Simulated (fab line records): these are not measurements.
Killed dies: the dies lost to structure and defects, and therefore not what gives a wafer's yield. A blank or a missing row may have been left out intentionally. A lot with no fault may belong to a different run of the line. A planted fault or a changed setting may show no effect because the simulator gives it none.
A struck lot beside a sound one    flow gf180mcu    17 out of 602 route steps
Sound: the wafers L367.1, L367.4, L367.6. Struck: wafers L381.2, L381.3, L381.5. The cause is given at the end.
At each step with rows: each side's tool, then ch and its chambers, then its first start. Under that, the readings that differ: sound wafers    struck wafers    difference of the means    sigmas: that difference in standard deviations of wafers without a fault.
alike: same words and numbers on both sides, and readings whose means sit less than 2 such deviations apart. not compared: any withheld reading, any reading some wafer has no value for, any bound like >300 that may hide the same value, and any number with overlapping values for which the record gives no deviation.
A row with sigmas, a row that says differs or no value, or rows on one side alone: a step with any of these is where the two part. Numbers that don't overlap but have no deviation are shown without sigmas and don't part them. A reading that every wafer of one side lacks parts them only if that side has two wafers or more.

GF_VT_IMPLANT_SOFTBAKE_25: time 61.32 s.
  sound on litho_track-03 ch 0, day 6 13:06; struck on litho_track-03 ch 0, day 10 09:59
reading                    sound                 struck                difference  sigmas
plate_sensor_t_edge_C (C)  90.826 90.817 90.848  90.804 90.808 90.817  -0.021      -2
  alike: heater_power_total_W, plate_sensor_t_centre_C
then, 3 steps without rows for these wafers: GF_VT_IMPLANT_EXPOSE_26 (exposes mask LVPWELL HV AREA, target cd 860 nm); GF_VT_IMPLANT_PEB_27; GF_VT_IMPLANT_DEVELOP_28 (develop time 60 s).
GF_VT_IMPLANT_OVL_MEAS_29:
  sound on overlay-01, day 6 20:47; struck on overlay-02, day 10 19:13
  alike: VT_IMPLANT_02_OVL
then, 1 step without rows for these wafers: GF_VT_IMPLANT_IMPLANT_30.
GF_VT_IMPLANT_STRIP_31: strips in O2/N2.
  sound on plasma_asher-01 ch 0,1, day 6 20:58; struck on plasma_asher-01 ch 0,1, day 10 19:23
  alike: drypump_motor_current_A, heater_power_w, o2_flow_sccm, oes_product_au, strip_time_to_endpoint_s
  not compared: rf_hours_counter_h
GF_VT_IMPLANT_TW_MEAS_32:
  sound on film_metro-04, day 6 21:04; struck on film_metro-04, day 10 19:30
  alike: VT_IMPLANT_3_TW
then, 4 steps without rows for these wafers: GF_VT_IMPLANT_DEHYDRATE_33 (time 60 s); GF_VT_IMPLANT_HMDS_34 (prime time 60 s); GF_VT_IMPLANT_COAT_35 (resist thk 1000 nm); GF_VT_IMPLANT_SOFTBAKE_36 (time 60 s).
GF_VT_IMPLANT_EXPOSE_37: exposes mask Nwell HV AREA, target cd 860 nm.
  sound on iline_stepper-01 ch 0, day 7 04:31; struck on iline_stepper-02 ch 0, day 11 05:09
reading  sound                                            struck                                                    difference  sigmas
mask     Nwell_HV_AREA#0 Nwell_HV_AREA#0 Nwell_HV_AREA#0  Nwell_HV_AREA_R1#0 Nwell_HV_AREA_R1#0 Nwell_HV_AREA_R1#0  differs     
then, 1 step without rows for these wafers: GF_VT_IMPLANT_PEB_38.
GF_VT_IMPLANT_DEVELOP_39: develop time 60 s.
  sound on litho_track-01 ch 0, day 7 12:02; struck on litho_track-02 ch 0, day 11 13:47
reading                      sound              struck             difference  sigmas
model.VT_IMPLANT.cd_nm (nm)  857.4 859.7 858.1  689.5 691.8 689.1  -168.3      
GF_VT_IMPLANT_OVL_MEAS_40:
  sound on overlay-01, day 7 12:11; struck on overlay-02, day 11 13:55
  alike: VT_IMPLANT_03_OVL
-- here the record skips 22 days between the struck wafers' starts before and after, leaving off in module VT_IMPLANT and picking up in module PASSIVATION (first step shown: number 602 of the route) --
GF_PASSIVATION_PROBE_99:
  only the struck wafers here have rows in the record (prober-02, day 33 04:38); the sound ones have none

## WHERE THEY PART
At GF_VT_IMPLANT_SOFTBAKE_25 first; at GF_PASSIVATION_PROBE_99 last (within this record only).

WHY: what had been put in by the simulator
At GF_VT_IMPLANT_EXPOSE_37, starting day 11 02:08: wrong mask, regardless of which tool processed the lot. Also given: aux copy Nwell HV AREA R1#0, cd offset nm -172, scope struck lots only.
